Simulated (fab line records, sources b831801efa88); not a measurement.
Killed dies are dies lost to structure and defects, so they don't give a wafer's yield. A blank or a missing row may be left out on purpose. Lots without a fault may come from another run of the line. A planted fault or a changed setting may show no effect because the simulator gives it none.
Problem report in the 8D (eight disciplines) form, filled by code | flow sky130 | the parts of the form that need people (team, actions taken, sign-off) are left out

1. THE PROBLEM
CAP2M_CVD_00_THK at SKY_CAP2M_THK_MEAS_01 reads a mean of 13.81 nm on 3 wafers of 3 lots; wafers without a fault read 15.56 nm with a standard deviation of 0.22. That is -8.0 standard deviations from the usual mean.
First seen on wafer L200.3, day 42 00:49, on film_metro-03. The record holds 33 wafers of 11 lots with a number at this step. Rule for "out", or "out of limits": more than 4 standard deviations from the usual mean. The other wafers with a number count as sound.

2. WHAT IT IS AND WHAT IT IS NOT
question                    | is                           | is not
which readings at this step | CAP2M_CVD_00_THK             | -
which lots                  | L200, L202, L204             | L192, L193, L196, L206, L208, L211, L213, L214
which wafers of those lots  | L200.3, L202.4, L204.2       | L200.1, L200.2, L202.2, L202.3, L204.1, L204.4
read on which gauges        | film_metro-02, film_metro-03 | film_metro-01
when                        | from day 42 00:49            | up to then (11 sound wafers); but 19 sound wafers of L202, L204, L206, L208, L211, L213, L214 came after

3. SUSPECTS, AND WHAT RULES EACH OUT
Counting: a tool at a process step up to the reading stays a suspect if it ran every lot that is out. Sound lots after the first of them don't rule it out here, since some wafers of a struck lot are sound.
- the gauge at SKY_CAP2M_THK_MEAS_01: ruled out. The wafers that are out were read on 2 gauges (film_metro-02, film_metro-03).
- pecvd-04 at SKY_CAP2M_CVD_00 (deposits SiO2, target thk 15.5 nm): kept. It ran every lot that is out, first L200 (day 42 00:47); its last sound lot up to then is L196 (day 41 02:23).
- Within pecvd-04 at SKY_CAP2M_CVD_00: the wafers that are out ran in chamber 2; their sound lot-mates ran in chambers 0, 1.
Left after counting: pecvd-04 at SKY_CAP2M_CVD_00.

4. THE CAUSE (what the simulator had put in)
Site profile drift: pecvd-04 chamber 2, from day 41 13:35 on, at SKY_CAP2M_CVD_00. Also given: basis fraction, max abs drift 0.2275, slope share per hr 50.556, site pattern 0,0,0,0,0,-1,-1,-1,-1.
Counting left only this tool.

5. THE CHAIN OF EFFECTS, in route order
Each row: a reading whose mean over the struck wafers that have a number lies more than 3 standard deviations from the usual. Only readings for which the record gives a usual standard deviation are gone through. hours: the time from each lot's start at the first step in this table that gives one to its start at this step, as a median over the lots. sigmas: the change in usual standard deviations.
hours | step                  | reading          | usual      | on struck wafers | change | sigmas
0     | SKY_CAP2M_THK_MEAS_01 | CAP2M_CVD_00_THK | 15.56 nm   | 13.81            | -1.75  | -8.0
45    | SKY_METAL4_ETCH_17    | oes_product_au   | 0.756 a.u. | 0.710            | -0.046 | -6.5
The process steps in it:
- SKY_METAL4_ETCH_17: etches SiO2 in C4F8/O2/Ar, stops on TiN, time 3.9 s, target depth 15 nm.

6. WHAT WOULD HAVE CAUGHT IT SOONER
In this record the first reading out of limits at a measuring or inspecting step was taken at day 42 00:49, 11 hours after the fault began at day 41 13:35.
Of the tool readings at SKY_CAP2M_CVD_00 for which the record gives a usual standard deviation, none was out on any struck wafer, so an alarm limit of 4 standard deviations on them would not have fired.
Of the lots that are out (3), L202, L204 began SKY_CAP2M_CVD_00 on pecvd-04 after day 42 00:49. A hold on the tool at that time would have spared those 2.
